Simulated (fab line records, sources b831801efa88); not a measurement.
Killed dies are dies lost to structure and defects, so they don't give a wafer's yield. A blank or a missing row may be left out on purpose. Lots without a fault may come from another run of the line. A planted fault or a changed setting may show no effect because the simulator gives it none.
A struck lot beside a sound one | flow sky130 | 19 steps out of a route of 708
Sound: wafers L573.1, L573.4, L573.6. Struck: wafers L587.1, L587.3, L587.6. The cause comes at the end.
At each step with rows: each side's tool, then ch and its chambers, then its first start. Under that, the readings that differ: sound wafers | struck wafers | difference of the means | sigmas: that difference in standard deviations of wafers without a fault.
alike: readings whose means differ by less than 2 such deviations, and words and numbers that are the same on both sides. not compared: withheld readings, readings that some wafer has no value for, bounds like >300 that may hide the same value, and numbers for which the record gives no deviation and whose values overlap.
The two part at a step that has a row with sigmas, a row that says differs or no value, or rows on one side only. Numbers that don't overlap but have no deviation are shown without sigmas and don't part them. A reading that every wafer of one side lacks parts them only if that side has two wafers or more.

SKY_VIA4_RS_MEAS_19: measures by four-point-probe.
  sound on film_metro-01, day 44 06:44; struck on film_metro-03, day 47 07:27
  alike: VIA4_W_RS
SKY_VIA4_THK_MEAS_20: measures by xrf.
  sound on film_metro-01, day 44 06:51; struck on film_metro-03, day 47 07:34
  alike: VIA4_W_THK
SKY_VIA4_CMP_21: polishes, stops on SiO2, t overpolish 25 s, target thk 0 nm.
  sound on cmp-02 ch 0,1,3, day 44 06:55; struck on cmp-01 ch 0,1,2, day 47 07:51
  alike: motor_current_A, overpolish_run_s, slurry_flow_ml_min, time_to_endpoint_s
then, 1 step without rows for these wafers: SKY_METAL5_SPUTTER_00 (material Ti, target thk 15 nm, time 10 s).
SKY_METAL5_SPUTTER_01: material TiN, target thk 20 nm, time 16.7 s.
  sound on pvd_sputter-01, day 44 07:14; struck on pvd_sputter-04, day 47 08:07
  alike: throttle_valve_pct
SKY_METAL5_SPUTTER_02: material AlCu, target thk 1150 nm, time 61.2 s.
  sound on pvd_sputter-01, day 44 07:16; struck on pvd_sputter-04, day 47 08:09
  alike: throttle_valve_pct
then, 1 step without rows for these wafers: SKY_METAL5_SPUTTER_03 (material Ti, target thk 5 nm, time 3.3 s).
SKY_METAL5_SPUTTER_04: material TiN, target thk 70 nm, time 58.3 s.
  sound on pvd_sputter-01, day 44 07:20; struck on pvd_sputter-04, day 47 08:13
  alike: throttle_valve_pct
SKY_METAL5_RS_MEAS_05: measures by four-point-probe.
  sound on film_metro-01, day 44 07:22; struck on film_metro-02, day 47 08:16
  alike: METAL5_ALCU_RS
SKY_METAL5_THK_MEAS_06: measures by xrf.
  sound on film_metro-01, day 44 07:29; struck on film_metro-02, day 47 08:23
  alike: METAL5_ALCU_THK
then, 2 steps without rows for these wafers: SKY_METAL5_DEHYDRATE_07 (time 60 s); SKY_METAL5_HMDS_08 (prime time 60 s).
SKY_METAL5_COAT_09: resist thk 1800 nm.
  sound on litho_track-02 ch 0, day 44 17:43; struck on litho_track-03 ch 0, day 47 17:47
  reading              | sound                | struck               | difference | sigmas
  spin_speed_rpm (rpm) | 3001.3 3001.8 3001.0 | 2945.4 2950.0 2947.1 | -53.9      | -26
  not compared: model.NOVOLAK_of_METAL5_COAT_09.thk_nm
then, 4 steps without rows for these wafers: SKY_METAL5_SOFTBAKE_10 (time 60 s); SKY_METAL5_EXPOSE_11 (exposes mask MM5, target cd 1600 nm); SKY_METAL5_PEB_12; SKY_METAL5_DEVELOP_13 (develop time 60 s).
SKY_METAL5_DESCUM_14: chemistry O2, time 11 s.
  sound on rie_metal-01 ch 0, day 45 05:13; struck on rie_metal-04 ch 0,1, day 48 04:19
  reading                                     | sound          | struck         | difference | sigmas
  model.NOVOLAK_of_METAL5_COAT_09.thk_nm (nm) | 1795 1795 1793 | 1800 1799 1796 | +4         |
  alike: drypump_motor_current_A, oes_product_au
  not compared: rf_hours_counter_h
SKY_METAL5_METAL_ETCH_15: etches the open film in Cl2/BCl3, stops on SiO2, target depth 1260 nm, time 252 s.
  sound on rie_metal-01 ch 0, day 45 05:14; struck on rie_metal-04 ch 0,1, day 48 04:20
  alike: drypump_motor_current_A, oes_product_au, throttle_valve_pct
  not compared: rf_hours_counter_h

WHERE THEY PART
Only at SKY_METAL5_COAT_09, within this record. Later steps at which nothing parts them and some readings are alike: SKY_METAL5_DESCUM_14, SKY_METAL5_METAL_ETCH_15.

WHY: what the simulator had put in
Process parameter drift: litho_track-03, from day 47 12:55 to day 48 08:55, at SKY_METAL5_COAT_09. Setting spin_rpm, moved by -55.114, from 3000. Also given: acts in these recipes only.
